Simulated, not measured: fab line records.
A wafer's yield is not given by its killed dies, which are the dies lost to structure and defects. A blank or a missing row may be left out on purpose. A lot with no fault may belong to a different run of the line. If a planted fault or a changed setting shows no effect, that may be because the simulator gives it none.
fab line records | flow sky130
record: lots: 5 | wafers: 23
route steps=708 shown METAL5@677
startH: the number of hours between the record's first day and the start of the first shown wafer of the lot | waitH: hours elapsed since this lot's preceding step | " unchanged from the row above | L1.1+2: a single row standing in for several wafers | - no value, or no start given | * or withheld: withheld | < > ~ a bound
route shown NAME@n: names a module that has steps shown in the file, with the first one's number in the route | usual: mean/standard deviation of fault-free wafers | same: alike in all rows | chamber/n: place in a boat | sites: per-site readings | _std_site: the standard deviation of these | _edge_site: the outer-site mean with the inner-site mean subtracted | radiusMm: for every site, how far away it sits from the centre of the wafer | mask NAME#n: copy n | behind: tool/chamber where the wafer was last shaped | hold: cause of the lot's hold/its duration in hours/its outcome | device: the transistor (n, p or np) that didn't switch | end of line: the tests these same wafers got at the end of their route | a step with no rows: only its recipe | killed: the dies lost at the first sort to structure and to defects; this is not the yield of the wafer | map: dies across one wafer; x = killed, . = not, _ = none there
set.NAME: the setting that was run; set.NAME@STEP: the one run at that earlier step | model.NAME: the simulator's own value behind a step, which no gauge read
one table per step and one row per wafer, for lots whose settings were changed on purpose
== steps ==
step: SKY_METAL5_STRIP_16
recipe: chemistry: O2/N2 | powerW: 1400 | pressureMtorr: 1500 | platenTempC: withheld | o2FlowSccm: 3000 | n2FlowSccm: 300 | overashFraction: 0.5
usual: oesProductAu: 0.710/0.0053 | stripTimeToEndpointS: 13.13/0.18
lot.wafer | tool           | chamber | startH  | waitH | set.powerW | oesProductAu | stripTimeToEndpointS
L074.1    | plasmaAsher-04 | 0       | 1020.80 | 0.2   | 1400       | 0.710        | 13.36
L074.2    | "              | 1       | "       | "     | 1400       | 0.717        | 13.29
L074.5    | "              | 1       | "       | "     | 1400       | 0.714        | 13.30
L077.2    | plasmaAsher-01 | 1       | 1049.46 | 0.2   | 1486       | 0.731        | 12.61
L077.3    | "              | 0       | "       | "     | 1400       | 0.713        | 13.02
L077.4    | "              | 1       | "       | "     | 1486       | 0.736        | 12.58
L077.5    | "              | 1       | "       | "     | 1400       | 0.705        | 13.13
L077.6    | "              | 0       | "       | "     | 1486       | 0.742        | 12.59
L078.1    | plasmaAsher-02 | 1       | 1049.99 | 0.2   | 1400       | 0.714        | 12.89
L078.3    | "              | 0       | "       | "     | 1318       | 0.686        | 13.45
L078.4    | "              | 1       | "       | "     | 1400       | 0.717        | 12.94
L078.5    | "              | 1       | "       | "     | 1318       | 0.684        | 13.50
L078.6    | "              | 0       | "       | "     | 1318       | 0.688        | 13.59
L080.1    | plasmaAsher-01 | 0       | 1067.13 | 0.4   | 1400       | 0.709        | 13.19
L080.2    | "              | 1       | "       | "     | 1400       | 0.715        | 13.18
L080.3    | "              | 0       | "       | "     | 1400       | 0.713        | 13.18
L080.5    | "              | 0       | "       | "     | 1234       | 0.667        | 14.65
L080.6    | "              | 1       | "       | "     | 1234       | 0.668        | 14.66
L084.1    | plasmaAsher-02 | 0       | 1107.36 | 0.2   | 1400       | 0.710        | 12.93
L084.2    | "              | 1       | "       | "     | 1299       | 0.692        | 13.73
L084.3    | "              | 1       | "       | "     | 1299       | 0.680        | 13.71
L084.4    | "              | 0       | "       | "     | 1299       | 0.682        | 13.71
L084.6    | "              | 1       | "       | "     | 1400       | 0.710        | 12.84
== key ==
split: step: SKY_METAL5_STRIP_16 | setting: powerW | stated: 1400 | by: wafer
response: step: SKY_METAL5_STRIP_16 | reading: oesProductAu | change: +0.00401 | per: 1% | r: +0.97
response: step: SKY_METAL5_STRIP_16 | reading: stripTimeToEndpointS | change: * | per: 1% | r: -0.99
